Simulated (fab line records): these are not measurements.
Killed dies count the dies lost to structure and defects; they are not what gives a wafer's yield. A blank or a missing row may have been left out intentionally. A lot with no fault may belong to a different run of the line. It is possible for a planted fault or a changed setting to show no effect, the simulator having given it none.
Matching of chambers / flow sfq-line / 3 sister chambers for SFQ_TRILAYER_L0_CAP_PECVD_011 on pecvd-03
The step deposits SiO2 from SiH4/N2O, time 13.333 s, target thk 60 nm. 6 wafers are shown with their chamber, then 7 later ones without.

== WAFERS, EACH WITH ITS CHAMBER ==
wafer=L584.3; chamber=1; throttle-valve-pct (%)=24.1; heater-power-w (W)=89
wafer=L584.4; chamber=1; throttle-valve-pct (%)=24.1; heater-power-w (W)=87
wafer=L588.3; chamber=2; throttle-valve-pct (%)=24.9; heater-power-w (W)=93
wafer=L588.5; chamber=0; throttle-valve-pct (%)=23.7; heater-power-w (W)=91
wafer=L589.1; chamber=0; throttle-valve-pct (%)=23.8; heater-power-w (W)=96
wafer=L589.2; chamber=2; throttle-valve-pct (%)=25.2; heater-power-w (W)=87

== WAFERS MISSING THEIR CHAMBER ==
wafer=L589.4; throttle-valve-pct (%)=25.3; heater-power-w (W)=89
wafer=L591.4; throttle-valve-pct (%)=23.9; heater-power-w (W)=95
wafer=L591.5; throttle-valve-pct (%)=23.5; heater-power-w (W)=106
wafer=L591.6; throttle-valve-pct (%)=25.0; heater-power-w (W)=96
wafer=L594.1; throttle-valve-pct (%)=23.5; heater-power-w (W)=107
wafer=L594.3; throttle-valve-pct (%)=25.3; heater-power-w (W)=86
wafer=L594.6; throttle-valve-pct (%)=24.0; heater-power-w (W)=89

== EACH ONE'S CHAMBER ==
wafer=L589.4; from the rows above=2; in truth=2
wafer=L591.4; from the rows above=can't be placed: 0 or 1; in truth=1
wafer=L591.5; from the rows above=0; in truth=0
wafer=L591.6; from the rows above=2; in truth=2
wafer=L594.1; from the rows above=0; in truth=0
wafer=L594.3; from the rows above=2; in truth=2
wafer=L594.6; from the rows above=can't be placed: 1 or 0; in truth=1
Placed correctly: 5 of 7. These rows do not allow placing 2 (true chamber among the candidates in 2). Number placed wrongly: 0.
How it was worked out, from the rows above alone: a wafer's distance from a chamber is the root of the sum, over the readings, of the square of ((its reading less the chamber's mean) divided by the reading's scatter). If the next closest chamber is less than 2 further off than the closest, the wafer can't be placed; otherwise it belongs to the closest. A chamber's mean is the mean of its shown wafers. How the scatter is found: for the shown wafers, subtract from each reading the mean of its chamber, square and add these, divide the total by (wafers less chambers), then take the root.
